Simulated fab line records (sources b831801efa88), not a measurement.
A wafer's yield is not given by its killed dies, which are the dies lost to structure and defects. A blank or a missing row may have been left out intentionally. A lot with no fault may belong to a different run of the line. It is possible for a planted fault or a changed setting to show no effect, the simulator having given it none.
Comparing a struck lot with a sound one / flow gf180mcu / 16 steps out of a route of 602
Sound: wafers L120.1, L120.2, L120.5. Wafers L128.2, L128.6 were the ones struck. At the end, the cause is stated.
Order at every step that has rows: each side's tool, ch and its chambers, its first start. Under that, the readings that differ: sound wafers / struck wafers / difference of the means / sigmas: that difference in standard deviations of wafers without a fault.
alike: words and numbers the same on both sides, and readings whose means are apart by under 2 such deviations; not compared: readings that were withheld, readings missing a value for some wafer, numbers with overlapping values and no deviation given by the record, and bounds like >300 which may hide the same value.
A row with sigmas, a row that says differs or no value, or rows on one side alone: a step with any of these is where the two part. When numbers do not overlap yet have no deviation, they are printed without sigmas and do not part them. Lack of a reading on every wafer of one side parts them only where that side has two or more wafers.

first, 1 step without rows for these wafers: GF_STI_OXIDATION_01 (stabilise 600 s, purge 300 s, target thk 10 nm).
GF_STI_THK_MEAS_02:
  sound on film metro-01 at day 2 02:31; struck on film metro-01 at day 3 19:10
  alike: STI_OXIDATION_THK
then, 1 step without rows for these wafers: GF_STI_CVD_03 (deposits Si3N4 from DCS/NH3, target thk 207.16 nm, time 3551 s).
GF_STI_THK_MEAS_04:
  sound on film metro-03 at day 2 04:34; struck on film metro-02 at day 3 21:13
  alike: STI_CVD_03_THK
then, 7 steps without rows for these wafers: GF_STI_DEHYDRATE_05 (time 60 s); GF_STI_HMDS_06 (prime time 60 s); GF_STI_COAT_07 (resist thk 700 nm); GF_STI_SOFTBAKE_08 (time 60 s); GF_STI_EXPOSE_09 (exposes mask COMP, target cd 220 nm); GF_STI_PEB_10 (peb time 90 s); GF_STI_DEVELOP_11 (develop time 60 s).
GF_STI_CD_MEAS_12: target cd 220 nm.
  sound on cd sem-02 at day 2 16:21; struck on cd sem-02 at day 4 10:44
  alike: cd nm
GF_STI_ETCH_13: etches the open film in CHF3/O2, stops on Si, target depth 282.31 nm, time 112.9 s.
  sound on rie diel-01 ch 0,1,2, day 2 16:28; struck on rie diel-04 ch 1,2, day 4 10:50
reading=oes product au (a.u.); sound=0.815 0.822 0.836; struck=0.848 0.842; difference=+0.021; sigmas=+3
reading=over etch frac; sound=0.3 0.3 0.3; struck=0.26338 0.26338; difference=-0.03662; sigmas=
  alike: O2_flow_sccm, drypump motor current A, throttle valve pct
  not compared: rf hours counter h, model.KrF_of_STI_COAT_07.thk nm
GF_STI_ETCH_14: etches Si in HBr/Cl2/O2, target depth 360 nm, time 102.9 s.
  sound on rie si-02 ch 0,1,3, day 2 16:33; struck on rie si-01 ch 1,2, day 4 10:55
  alike: O2_flow_sccm, drypump motor current A, oes product au, throttle valve pct
  not compared: rf hours counter h, model.KrF_of_STI_COAT_07.thk nm
GF_STI_STRIP_15: strips in O2/N2.
  sound on plasma asher-03 ch 0,1, day 2 16:38; struck on plasma asher-03 ch 0,1, day 4 10:59
  alike: drypump motor current A, heater power w, o2 flow sccm, oes product au, strip time to endpoint s
  not compared: rf hours counter h
GF_PASSIVATION_PROBE_99:
  the record holds rows for the sound wafers here (prober-02, day 29 15:05) but none for the struck ones

## WHERE THEY PART
At GF_STI_ETCH_13 first; at GF_PASSIVATION_PROBE_99 last (within this record only).

WHY: whatever the simulator had introduced
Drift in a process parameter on rie diel-04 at GF_STI_ETCH_13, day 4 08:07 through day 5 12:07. The setting over etch frac was moved by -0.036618, starting from 0.3. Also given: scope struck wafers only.
